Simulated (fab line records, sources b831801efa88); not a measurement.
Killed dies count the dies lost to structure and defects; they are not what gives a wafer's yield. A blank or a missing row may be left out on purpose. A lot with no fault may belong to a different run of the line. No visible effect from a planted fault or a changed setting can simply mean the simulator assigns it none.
Which tool was responsible? :: flow sky130 :: 33 wafers from 11 lots sampled at 3 of the route's 708 steps

WHAT THE GAUGES SHOWED, per wafer
SKY_PASSIVATION_THK_MEAS_01. Usual: PASSIVATION_CVD_00_THK gives 89.9 nm (standard deviation 1.1).
lot: L885
measured: day 43 16:28
on: filmMetro-02
PASSIVATION_CVD_00_THK (nm): 89.7 90.9 91.1
flag: 

lot: L886
measured: day 44 04:48
on: filmMetro-03
PASSIVATION_CVD_00_THK (nm): 89.2 89.5 90.9
flag: 

lot: L887
measured: day 44 08:56
on: filmMetro-02
PASSIVATION_CVD_00_THK (nm): 88.0 89.3 90.1
flag: 

lot: L888
measured: day 44 15:16
on: filmMetro-04
PASSIVATION_CVD_00_THK (nm): 89.0 90.8 90.4
flag: 

lot: L889
measured: day 45 05:28
on: filmMetro-04
PASSIVATION_CVD_00_THK (nm): 88.9 88.7 89.9
flag: 

lot: L897
measured: day 47 04:11
on: filmMetro-02
PASSIVATION_CVD_00_THK (nm): 89.3 90.8 90.2
flag: 

lot: L898
measured: day 47 05:51
on: filmMetro-03
PASSIVATION_CVD_00_THK (nm): 88.0 89.4 90.4
flag: 

lot: L903
measured: day 48 17:20
on: filmMetro-04
PASSIVATION_CVD_00_THK (nm): 90.7 90.9 93.0
flag: 

lot: L904
measured: day 48 19:07
on: filmMetro-02
PASSIVATION_CVD_00_THK (nm): 88.1 88.5 89.3
flag: 

lot: L906
measured: day 48 23:19
on: filmMetro-04
PASSIVATION_CVD_00_THK (nm): 89.0 92.0 91.6
flag: 

lot: L908
measured: day 49 04:50
on: filmMetro-04
PASSIVATION_CVD_00_THK (nm): 89.3 92.4 91.7
flag: 

WHICH TOOL RAN EACH LOT (tool, then ch and the chambers of the sampled wafers, then the start)
lot: L885
SKY_FIELD_ISO_CVD_24: hdpcvd-02 ch 0,2, day 2 07:07
SKY_METAL5_SPUTTER_01: pvdSputter-04, day 42 16:17

lot: L886
SKY_FIELD_ISO_CVD_24: hdpcvd-02 ch 0,1,2, day 2 11:17
SKY_METAL5_SPUTTER_01: pvdSputter-04, day 43 04:47

lot: L887
SKY_FIELD_ISO_CVD_24: hdpcvd-01 ch 0,1, day 2 19:22
SKY_METAL5_SPUTTER_01: pvdSputter-04, day 43 08:44

lot: L888
SKY_FIELD_ISO_CVD_24: hdpcvd-01 ch 1,2, day 2 22:43
SKY_METAL5_SPUTTER_01: pvdSputter-03, day 43 15:55

lot: L889
SKY_FIELD_ISO_CVD_24: hdpcvd-02 ch 0,1,2, day 3 04:52
SKY_METAL5_SPUTTER_01: pvdSputter-03, day 44 06:51

lot: L897
SKY_FIELD_ISO_CVD_24: hdpcvd-01 ch 0,2, day 4 22:04
SKY_METAL5_SPUTTER_01: pvdSputter-04, day 46 05:57

lot: L898
SKY_FIELD_ISO_CVD_24: hdpcvd-01 ch 0,1,2, day 5 02:19
SKY_METAL5_SPUTTER_01: pvdSputter-04, day 46 08:05

lot: L903
SKY_FIELD_ISO_CVD_24: hdpcvd-02 ch 1,2, day 6 04:37
SKY_METAL5_SPUTTER_01: pvdSputter-03, day 47 21:41

lot: L904
SKY_FIELD_ISO_CVD_24: hdpcvd-02 ch 1,2, day 6 12:05
SKY_METAL5_SPUTTER_01: pvdSputter-02, day 47 23:56

lot: L906
SKY_FIELD_ISO_CVD_24: hdpcvd-02 ch 0,2, day 6 19:28
SKY_METAL5_SPUTTER_01: pvdSputter-04, day 48 03:26

lot: L908
SKY_FIELD_ISO_CVD_24: hdpcvd-02 ch 0,2, day 7 07:01
SKY_METAL5_SPUTTER_01: pvdSputter-02, day 48 09:59
- SKY_FIELD_ISO_CVD_24: deposits SiO2, target thk 595 nm, time 99.2 s.
- SKY_METAL5_SPUTTER_01: material TiN, target thk 20 nm, time 16.7 s.

WHAT THE TOOLS THEMSELVES READ (means of the sampled wafers that have a number; where no wafer has one, the mark that the record gives instead)
SKY_METAL5_SPUTTER_01. Usual: throttleValvePct at 29.8 %, with a standard deviation of 1.3.
lot: L885
tool: pvdSputter-04
throttleValvePct (%): 28.6
flag: 

lot: L886
tool: pvdSputter-04
throttleValvePct (%): 29.9
flag: 

lot: L887
tool: pvdSputter-04
throttleValvePct (%): 29.0
flag: 

lot: L888
tool: pvdSputter-03
throttleValvePct (%): 30.1
flag: 

lot: L889
tool: pvdSputter-03
throttleValvePct (%): 29.1
flag: 

lot: L897
tool: pvdSputter-04
throttleValvePct (%): 29.3
flag: 

lot: L898
tool: pvdSputter-04
throttleValvePct (%): 29.6
flag: 

lot: L903
tool: pvdSputter-03
throttleValvePct (%): 29.2
flag: 

lot: L904
tool: pvdSputter-02
throttleValvePct (%): 31.7
flag: 

lot: L906
tool: pvdSputter-04
throttleValvePct (%): 28.4
flag: 

lot: L908
tool: pvdSputter-02
throttleValvePct (%): 30.0
flag: 

THE ANSWER, worked out from the rows above alone
Rule: a lot counts as off when the mean over its wafers that have a number is more than 3 standard deviations away from the usual mean. A lot without any number at a reading at which 4 lots or more have one is off too. All remaining lots with rows at the step are treated as sound. After the gauges, taken in route order, come the tools' own readings; for these a lot's mean is taken, as printed above. The first step at which some lot is off is used, and at that step the reading that is off furthest; a lot without a number counts as furthest.
Across all readings shown, no lot is off: no conclusion can be drawn from this.

WHAT WAS PUT IN BY THE SIMULATOR
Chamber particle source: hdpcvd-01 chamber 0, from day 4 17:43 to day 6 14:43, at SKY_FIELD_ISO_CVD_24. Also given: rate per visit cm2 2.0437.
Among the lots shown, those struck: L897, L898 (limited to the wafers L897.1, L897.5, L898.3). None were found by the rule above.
